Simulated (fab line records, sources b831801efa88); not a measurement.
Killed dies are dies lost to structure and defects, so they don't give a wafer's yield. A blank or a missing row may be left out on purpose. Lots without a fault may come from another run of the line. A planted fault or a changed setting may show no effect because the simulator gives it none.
fab line records | flow sky130
record lots=6 wafers=18 last_day=50
route steps=708 shown VT_ADJUST_PCH@148 SONOS_TUNNEL@154 PAD_OPEN@708
lots that met no fault: from a run of the same line without faults
start_h: hours from the record's first day to the start of the lot's first wafer shown | wait_h: hours since the lot's step before | " the same as in the row above | L1.1+2: a row that stands for several wafers | - no value, or no start given | * or withheld: withheld | < > ~ a bound
route shown NAME@n: a module of which the file shows steps, and the number in the route of the first | usual: mean/standard deviation of fault-free wafers | same: alike in all rows | chamber/n: place in a boat | sites: the reading at each site | _std_site: their standard deviation | _edge_site: outer sites' mean less inner sites' | radius_mm: how far each site lies from the wafer's centre | mask NAME#n: copy n | behind: the tool/chamber that last shaped the wafer | hold: why the lot was held/for how many hours/how that ended | device: the transistor (n, p or np) that didn't switch | end of line: the same wafers' tests at the end of the route | a step without rows: its recipe alone | killed: dies lost to structure and defects at the first sort, not the wafer's yield | map: a wafer's dies, x killed, . not, _ none there
set.NAME: the setting as run; set.NAME@STEP: as run at that earlier step | model.NAME: the simulator's own value behind a step, which no gauge read
lots at some steps of the route; a table a step, a row a wafer
services: from which hour (start_h, from the record's first day; less than 0 if before it) a tool's chamber was out of use, for how many hours, and why
## steps
# step SKY_VT_ADJUST_PCH_PEB_05
# recipe temp_c=115 time_s=withheld
# step SKY_VT_ADJUST_PCH_DEVELOP_06
# recipe wall_angle_deg=90 developer=TMAH develop_time_s=60 dev_temp_c=23
# step SKY_VT_ADJUST_PCH_OVL_MEAS_07
# usual VT_ADJUST_PCH_OVL=-0.2/1.5
# columns lot.wafer tool chamber start_h wait_h VT_ADJUST_PCH_OVL[nm]
L876.2 overlay-01 - 217.40 - -1.7
L876.4 " - " " -0.9
L876.6 " - " " -0.3
L891.1 overlay-02 - 350.27 - 1.4
L891.3 " - " " 0.7
L891.4 " - " " -1.0
L893.2 overlay-01 - 355.50 - 0.7
L893.5 " - " " -0.6
L893.6 " - " " 2.5
L895.1 overlay-02 - 373.66 - -2.6
L895.2 " - " " -0.8
L895.6 " - " " -1.1
L897.3 overlay-01 - 383.53 - -1.4
L897.5 " - " " -1.8
L897.6 " - " " -2.9
L898.4 overlay-02 - 393.04 - -2.4
L898.5 " - " " -0.9
L898.6 " - " " -2.6
# step SKY_VT_ADJUST_PCH_IMPLANT_08
# recipe species=B energy_kev=10 dose_cm2=5e+11 tilt_deg=withheld
# step SKY_VT_ADJUST_PCH_STRIP_09
# recipe chemistry=O2/N2 power_w=1400 pressure_mtorr=1500 platen_temp_c=withheld o2_flow_sccm=3000 n2_flow_sccm=300 overash_fraction=0.5
# usual drypump_motor_current_A=6.13/0.19 oes_product_au=0.723/0.0044 strip_time_to_endpoint_s=36.89/0.093
# columns lot.wafer tool chamber start_h wait_h drypump_motor_current_A oes_product_au rf_hours_counter_h strip_time_to_endpoint_s
L876.2 plasma_asher-01 1 217.58 0.1 6.13 0.727 41 37.08
L876.4 " 0 " " 6.16 0.728 - 36.96
L876.6 " 0 " " 6.16 0.718 - 36.95
L891.1 plasma_asher-01 0 350.45 0.1 6.12 0.714 53 36.78
L891.3 " 0 " " 6.15 0.726 - 36.96
L891.4 " 1 " " 6.13 0.727 - 36.95
L893.2 plasma_asher-01 1 355.68 0.1 6.06 0.728 54 36.93
L893.5 " 1 " " 6.10 0.726 - 36.79
L893.6 " 0 " " 6.16 0.721 - 36.93
L895.1 plasma_asher-04 1 373.85 0.1 6.30 0.729 68 36.97
L895.2 " 0 " " 6.01 0.720 68 36.82
L895.6 " 0 " " 5.97 0.730 - 36.83
L897.3 plasma_asher-04 1 383.73 0.1 6.28 0.720 - 36.82
L897.5 " 1 " " 6.29 0.729 - 36.91
L897.6 " 0 " " 5.99 0.728 - 36.89
L898.4 plasma_asher-01 1 393.24 0.1 6.11 0.725 - 36.93
L898.5 " 1 " " 6.10 0.722 - 36.87
L898.6 " 0 " " 6.14 0.722 - 37.00
# step SKY_VT_ADJUST_PCH_TW_MEAS_10
# usual VT_ADJUST_PCH_TW=143.4/2.6
# columns lot.wafer tool chamber start_h wait_h VT_ADJUST_PCH_TW
L876.2 film_metro-02 - 217.69 0.1 147.8
L876.4 " - " " 147.5
L876.6 " - " " 147.1
L891.1 film_metro-02 - 350.55 0.1 145.4
L891.3 " - " " 146.4
L891.4 " - " " 147.1
L893.2 film_metro-03 - 355.79 0.1 141.3
L893.5 " - " " 141.4
L893.6 " - " " 142.1
L895.1 film_metro-01 - 373.95 0.1 141.2
L895.2 " - " " 140.5
L895.6 " - " " 141.5
L897.3 film_metro-02 - 383.82 0.1 146.9
L897.5 " - " " 146.6
L897.6 " - " " 146.5
L898.4 film_metro-01 - 393.33 0.1 140.5
L898.5 " - " " 141.5
L898.6 " - " " 141.0
# step SKY_SONOS_TUNNEL_DEHYDRATE_00
# recipe temp_c=200 time_s=60
# step SKY_SONOS_TUNNEL_HMDS_01
# recipe prime_time_s=60 prime_temp_c=120
# step SKY_SONOS_TUNNEL_COAT_02
# recipe resist=NOVOLAK spin_rpm=3063 resist_thk_nm=1140
# step SKY_SONOS_TUNNEL_SOFTBAKE_03
# recipe temp_c=90 time_s=60 resist=NOVOLAK
# step SKY_SONOS_TUNNEL_EXPOSE_04
# recipe mask_id=TUNM na=0.6 source_shape=conventional sigma_outer=0.6 polarization=unpolarized target_cd_nm=410 dose_mj=136
# step SKY_SONOS_TUNNEL_PEB_05
# recipe temp_c=withheld time_s=* resist=NOVOLAK
# step SKY_SONOS_TUNNEL_DEVELOP_06
# recipe resist=NOVOLAK developer=TMAH develop_time_s=60 dev_temp_c=23
# usual chill_plate_temp_C=23.01/0.1 developer_temp_C=23.00/0.1
# columns lot.wafer tool chamber start_h wait_h chill_plate_temp_C developer_temp_C
L876.2 litho_track-03 0 239.84 0.1 23.13 22.98
L876.4 " 0 " " 23.22 23.21
L876.6 " 0 " " 23.06 23.01
L891.1 litho_track-01 0 378.43 0.1 23.13 23.08
L891.3 " 0 " " 23.19 23.12
L891.4 " 0 " " 23.18 22.98
L893.2 litho_track-01 0 383.20 0.1 22.81 23.04
L893.5 " 0 " " 23.06 22.92
L893.6 " 0 " " 23.04 22.81
L895.1 litho_track-01 0 401.72 0.1 22.92 23.07
L895.2 " 0 " " 22.99 22.96
L895.6 " 0 " " 23.09 23.01
L897.3 litho_track-04 0 412.55 0.1 22.94 23.18
L897.5 " 0 " " 22.98 23.15
L897.6 " 0 " " 23.03 22.99
L898.4 litho_track-04 0 422.52 0.1 22.93 23.11
L898.5 " 0 " " 22.89 23.06
L898.6 " 0 " " 22.88 23.10
# step SKY_SONOS_TUNNEL_CD_MEAS_07
# recipe target_cd_nm=410
# usual cd_nm=411.3/2.2
# columns lot.wafer tool chamber start_h wait_h cd_nm
L876.2 cd_sem-02 - 239.99 0.1 410.2
L876.4 " - " " 409.8
L876.6 " - " " 409.6
L891.1 cd_sem-02 - 378.58 0.1 415.1
L891.3 " - " " 412.9
L891.4 " - " " 412.5
L893.2 cd_sem-01 - 383.35 0.1 426.3
L893.5 " - " " 429.6
L893.6 " - " " 430.5
L895.1 cd_sem-01 - 401.87 0.1 427.8
L895.2 " - " " 431.8
L895.6 " - " " 429.2
L897.3 cd_sem-01 - 412.69 0.1 411.6
L897.5 " - " " 411.6
L897.6 " - " " 411.2
L898.4 cd_sem-02 - 422.66 0.1 413.5
L898.5 " - " " 413.3
L898.6 " - " " 413.6
# step SKY_SONOS_TUNNEL_OVL_MEAS_08
# usual SONOS_TUNNEL_OVL=0.7/1.4
# columns lot.wafer tool chamber start_h wait_h SONOS_TUNNEL_OVL[nm]
L876.2 overlay-02 - 240.09 0.1 2.1
L876.4 " - " " 2.0
L876.6 " - " " 1.9
L891.1 overlay-02 - 378.70 0.1 2.6
L891.3 " - " " 3.0
L891.4 " - " " 2.3
L893.2 overlay-02 - 383.45 0.1 2.7
L893.5 " - " " 2.6
L893.6 " - " " 1.3
L895.1 overlay-02 - 401.99 0.1 -0.7
L895.2 " - " " -0.1
L895.6 " - " " -0.8
L897.3 overlay-01 - 412.78 0.1 1.2
L897.5 " - " " 0.3
L897.6 " - " " 1.3
L898.4 overlay-01 - 422.73 0.1 2.2
L898.5 " - " " 0.4
L898.6 " - " " 1.2
# step SKY_PAD_OPEN_PROBE_99
# usual killed_at_M0_to_M3=44/7.3 killed_at_M4_up=3.1/1.9 killed_at_contacts=24/5.3 killed_at_front_end=15/4 killed_at_other=0.4/0.6 killed_dies=86/9.2 killed_open=47/6.9 killed_short=39/6.9
# same gross_dies=492 killed_at_back_side=0
# columns lot.wafer tool chamber start_h wait_h killed_at_M0_to_M3 killed_at_M4_up killed_at_contacts killed_at_front_end killed_at_other killed_dies killed_open killed_short
L876.2 prober-02 - 1067.78 0.1 66 2 17 15 2 102 55 47
L876.4 prober-02 - 1067.88 0.2 46 2 27 23 0 98 61 37
L876.6 prober-02 - 1067.98 0.2 46 4 20 12 1 83 54 29
L891.1 prober-01 - 1170.40 0.1 36 4 25 16 0 81 39 42
L891.3 prober-01 - 1170.50 0.2 38 0 23 15 0 76 45 31
L891.4 prober-01 - 1170.55 0.2 37 2 20 21 1 81 47 33
# killed by level:class
L876.2 VIA1:geometric_particle:open=19 VIA2:geometric_particle:open=9 METAL3:geometric_particle:short=7 LI_CONTACT:geometric_particle:open=7 VIA3:geometric_particle:open=6 VIA2:geometric_particle:short=6 VIA3:geometric_particle:short=6 CONTACT:geometric_particle:open=5
L876.4 VIA1:geometric_particle:open=13 LI_CONTACT:geometric_particle:open=11 CONTACT:geometric_particle:open=10 FIELD_ISO:geometric_particle:open=8 VIA2:geometric_particle:open=8 FIELD_ISO:geometric_particle:short=6 VIA1:geometric_particle:short=6 VIA3:geometric_particle:open=5
L876.6 VIA1:geometric_particle:open=13 VIA3:geometric_particle:open=9 CONTACT:geometric_particle:open=8 VIA2:geometric_particle:open=7 LI_CONTACT:geometric_particle:open=6 POLY_GATE:geometric_particle:short=5 VIA1:geometric_particle:short=5 LOCAL_INTERCONNECT:geometric_particle:short=4
L891.1 LI_CONTACT:geometric_particle:open=8 VIA1:geometric_particle:open=8 CONTACT:geometric_particle:short=7 POLY_GATE:geometric_particle:open=6 METAL2:geometric_particle:short=6 CONTACT:geometric_particle:open=5 METAL1:geometric_particle:short=5 VIA1:geometric_particle:short=4
L891.3 VIA1:geometric_particle:open=12 CONTACT:geometric_particle:open=8 LI_CONTACT:geometric_particle:open=5 LI_CONTACT:geometric_particle:short=5 VIA2:geometric_particle:open=5 VIA1:geometric_particle:short=4 METAL2:geometric_particle:short=4 VIA2:geometric_particle:short=4
L891.4 VIA1:geometric_particle:open=10 METAL1:geometric_particle:short=9 FIELD_ISO:geometric_particle:open=8 CONTACT:geometric_particle:open=8 LI_CONTACT:geometric_particle:open=7 VIA3:geometric_particle:open=5 FIELD_ISO:geometric_particle:short=4 VIA2:geometric_particle:open=4
## services
# columns tool chamber start_h hours kind
plasma_asher-01 - 245.28 2.8 pm
plasma_asher-04 - 307.17 1.6 repair
plasma_asher-01 - 318.18 0.5 repair
plasma_asher-04 - 342.23 1.8 repair
plasma_asher-04 - 374.28 9.4 repair
litho_track-03 - 387.71 - consumable_replace:filter
plasma_asher-04 - 412.00 2.8 pm
## key
first_sign step=SKY_SONOS_TUNNEL_CD_MEAS_07 reading=cd_nm direction=up sigmas=8.2 usual=411.3 struck=429.2
effect none on later readings
met_at SKY_SONOS_TUNNEL_DEVELOP_06
struck_wafers L893.2,L893.5,L893.6,L895.1,L895.2,L895.6
tester_left_out L893,L895
onset_between 378.43 383.20
fault kind=process_parameter_drift tool=litho_track-01 chamber=- onset_h=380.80 steps=SKY_SONOS_TUNNEL_DEVELOP_06 channel=develop_time_s offset=* shape=step end_h=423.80 acts_in=* stated=*
# tester_left_out: of these lots the tester's yield and bins aren't shown, on N5 and GAA mostly nor the transistor test; their killed dies are dies lost to structure and defects alone, not to doping, threshold or leakage, so they don't give the yield
